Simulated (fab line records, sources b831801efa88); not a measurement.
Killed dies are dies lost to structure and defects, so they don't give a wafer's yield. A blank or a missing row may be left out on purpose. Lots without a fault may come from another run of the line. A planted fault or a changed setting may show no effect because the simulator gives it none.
Which tool did it? | flow gf180mcu | 6 lots, 18 wafers sampled, at 1 step of a route of 602

WHAT THE GAUGES READ, wafer by wafer
GF_V1_THK_MEAS_01.
lot  | measured     | on            | V1_CVD_00_THK (nm)
L783 | day 17 12:20 | film_metro-03 | 597 593 597
L785 | day 18 15:06 | film_metro-03 | 593 589 597
L787 | day 19 08:57 | film_metro-02 | 589 592 588
L793 | day 21 11:12 | film_metro-04 | 600 594 597
L797 | day 22 19:16 | film_metro-02 | 596 605 606
L804 | day 24 19:17 | film_metro-04 | 613 603 612

WHICH TOOL RAN EACH LOT (tool, then ch and the chambers of the sampled wafers, then the start)
The record holds no process step before these readings.

THE ANSWER, worked out from the rows above alone
Rule: what is usual is taken from the lots themselves. Put in order of their means at a reading, lots are off if they are a third of the lots or fewer, leave a main group of 4 or more, and stand apart from it by a gap of 3 or more times the standard deviation of the main group's means; of several such gaps the widest counts. A main group whose means are all the same, to the digits that the tables above print for the reading, isn't used. A lot without any number at a reading at which 4 lots or more have one is off too. The other lots that the step has rows for count as sound.
No lot is off at any reading shown: from this, nothing can be told.

WHAT THE SIMULATOR HAD PUT IN
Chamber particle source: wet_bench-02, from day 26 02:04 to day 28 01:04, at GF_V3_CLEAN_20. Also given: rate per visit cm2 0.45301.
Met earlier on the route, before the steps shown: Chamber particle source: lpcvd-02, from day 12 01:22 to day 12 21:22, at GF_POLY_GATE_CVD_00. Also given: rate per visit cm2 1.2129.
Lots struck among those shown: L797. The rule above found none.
